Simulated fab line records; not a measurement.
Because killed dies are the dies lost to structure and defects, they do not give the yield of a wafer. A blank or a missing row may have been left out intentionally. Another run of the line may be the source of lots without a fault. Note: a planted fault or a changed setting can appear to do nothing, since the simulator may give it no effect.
Tool commonality check -- flow gf180mcu -- Sampled: 13 lots, 39 wafers

REASON IT WAS OPENED
At GF_HV_LDD_THK_MEAS_55 the reading HV_LDD_CVD_54_THK is flagged on 2 of 13 lots. No-fault wafers: 10.00 nm, standard deviation 0.12.
Rule: a lot is flagged in two cases, either no wafer of it has a number, or all its wafers with numbers fall more than 4 standard deviations from that mean. As for the other lots, they are considered sound.

lot,measured,on,"HV_LDD_CVD_54_THK (nm), wafer by wafer",flag
L769,day 12 16:09,film_metro-03,10.04 10.06 10.12,
L770,day 13 00:47,film_metro-01,9.96 9.86 10.04,
L771,day 13 05:33,film_metro-04,10.14 10.15 10.08,
L772,day 13 17:34,film_metro-03,9.95 9.93 9.78,
L777,day 15 10:51,film_metro-01,12.11 12.09 12.05,FLAGGED
L778,day 15 23:41,film_metro-03,11.77 11.93 11.94,FLAGGED
L780,day 16 14:48,film_metro-04,10.09 10.17 10.15,
L784,day 17 18:02,film_metro-04,9.97 9.94 9.91,
L785,day 18 03:00,film_metro-03,9.95 9.96 10.01,
L786,day 18 12:17,film_metro-04,10.02 9.85 9.98,
L789,day 19 08:08,film_metro-03,9.86 10.02 9.97,
L790,day 19 16:56,film_metro-04,9.81 9.86 9.92,
L791,day 20 04:55,film_metro-03,9.89 10.02 9.86,
On average the flagged lots' numbers are 11.98 nm, which is +1.98 nm against the usual, or +17 standard deviations.

WHICH TOOL EACH LOT WENT THROUGH
The record holds 1 process step before the reading, out of a route of 602 steps. Cell contents, in order: the tool; ch with the chambers the sampled wafers went through; the start.
lot,flag,GF_HV_LDD_CVD_54
L769,,"lpcvd-01 ch 0, day 12 15:08"
L770,,"lpcvd-01 ch 1, day 12 22:29"
L771,,"lpcvd-01 ch 0, day 13 04:32"
L772,,"lpcvd-02 ch 0, day 13 16:32"
L777,FLAGGED,"lpcvd-02 ch 0, day 15 09:49"
L778,FLAGGED,"lpcvd-02 ch 0, day 15 22:40"
L780,,"lpcvd-01 ch 1, day 16 13:46"
L784,,"lpcvd-01 ch 0, day 17 17:01"
L785,,"lpcvd-02 ch 1, day 18 01:58"
L786,,"lpcvd-02 ch 0, day 18 11:16"
L789,,"lpcvd-02 ch 1, day 19 07:07"
L790,,"lpcvd-01 ch 1, day 19 15:55"
L791,,"lpcvd-02 ch 1, day 20 03:22"
What is done by these steps:
- GF_HV_LDD_CVD_54: deposits SiO2 from TEOS, target thk 10 nm, time 75 s.
- GF_HV_LDD_THK_MEAS_55

FLAGGED OVER TOTAL, TOOL BY TOOL (the gauges that took the reading come last)
step,tool,lots run,flagged,share of the flagged lots,sound lots run after its first flagged lot
GF_HV_LDD_CVD_54,lpcvd-01,6,0,none,-
GF_HV_LDD_CVD_54,lpcvd-02,7,2,all,"4 (L785,L786,L789,L791)"
GF_HV_LDD_THK_MEAS_55,film_metro-01,2,1,some,0
GF_HV_LDD_THK_MEAS_55,film_metro-03,6,1,some,"3 (L785,L789,L791)"
GF_HV_LDD_THK_MEAS_55,film_metro-04,5,0,none,-

WHAT THE TABLE PERMITS
All flagged lots share 1 row of the table, namely lpcvd-02 at GF_HV_LDD_CVD_54.
- lpcvd-02 at GF_HV_LDD_CVD_54: 2 of its 7 lots flagged. After the first flagged lot (L785, L786, L789, L791), sound lots still ran on it; a lasting fault on the whole tool would not permit that. Its own readings (spike_tc_lower_C, spike_tc_upper_C) fall more than 4 standard deviations out on all wafers of the flagged lots.
Every row of the table either missed a flagged lot or ran a sound lot after the first.

WHAT THE SIMULATOR PUT IN
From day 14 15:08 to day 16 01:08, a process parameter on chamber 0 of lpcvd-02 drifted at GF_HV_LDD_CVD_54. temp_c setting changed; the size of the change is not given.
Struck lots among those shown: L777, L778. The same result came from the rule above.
